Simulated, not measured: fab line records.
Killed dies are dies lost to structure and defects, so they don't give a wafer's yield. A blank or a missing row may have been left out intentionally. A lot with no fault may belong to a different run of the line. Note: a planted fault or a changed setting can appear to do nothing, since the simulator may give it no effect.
Which tool is to blame? ; flow sky130 ; 6 lots with 18 wafers sampled at 2 steps, on a route of 708 steps

## WHAT EACH GAUGE READ, for each wafer
SKY_VT_ADJUST_HVTP_OVL_MEAS_08.
lot;measured;on;VT_ADJUST_HVTP_OVL (nm)
L873;day 6 21:40;overlay-01;0.5 0.2 -0.8
L876;day 7 11:15;overlay-01;2.7 0.8 1.5
L878;day 7 22:06;overlay-02;164.0 162.7 162.1
L880;day 8 10:54;overlay-01;161.7 163.1 162.3
L889;day 10 19:10;overlay-01;-0.3 0.2 -0.2
L893;day 12 10:06;overlay-01;0.5 -1.2 0.4

## EACH LOT AND THE TOOL THAT RAN IT (in order: tool; ch and the chambers of the sampled wafers; start)
lot;SKY_VT_ADJUST_HVTP_EXPOSE_04
L873;ilineStepper-01 ch 0, day 6 11:53
L876;ilineStepper-02 ch 0, day 7 02:44
L878;ilineStepper-02 ch 0, day 7 12:23
L880;ilineStepper-02 ch 0, day 8 01:50
L889;ilineStepper-01 ch 0, day 10 08:52
L893;ilineStepper-01 ch 0, day 11 22:57
- SKY_VT_ADJUST_HVTP_EXPOSE_04: exposes mask HVTPM, target cd 380 nm.

## THE ANSWER, worked out from the rows above alone
Rule: the usual values come from the lots themselves. The widest of any qualifying gaps counts: lots, ordered by their means at a reading, are off when they make up no more than a third of the lots, leave a main group of 4 or more, and stand apart from it by 3 or more times the standard deviation of that group's means. If all means in a main group match to the digits the tables above print for the reading, that group is not used. A lot without any number at a reading at which 4 lots or more have one is off too. The other lots that the step has rows for count as sound.
Off: L878, L880, at SKY_VT_ADJUST_HVTP_OVL_MEAS_08 (VT_ADJUST_HVTP_OVL). The main group: mean 0.4 nm, standard deviation 0.76.
A tool fits if, at a process step before that reading, it ran every lot that is off, and no sound lot after the first of them. Gauges at SKY_VT_ADJUST_HVTP_OVL_MEAS_08: tried the same way as those tools. One fits: SKY_VT_ADJUST_HVTP_EXPOSE_04 on ilineStepper-02. Its last sound lot is L876 (day 7 02:44), its first lot that is off L878 (day 7 12:23): a fault that began between those two fits.

## WHAT THE SIMULATOR HAD INSERTED
Scanner matching overlay: ilineStepper-02, from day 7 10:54 on, at SKY_VT_ADJUST_HVTP_EXPOSE_04. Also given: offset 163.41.
Struck lots among those shown: L878, L880. The rule above reached the same finding.
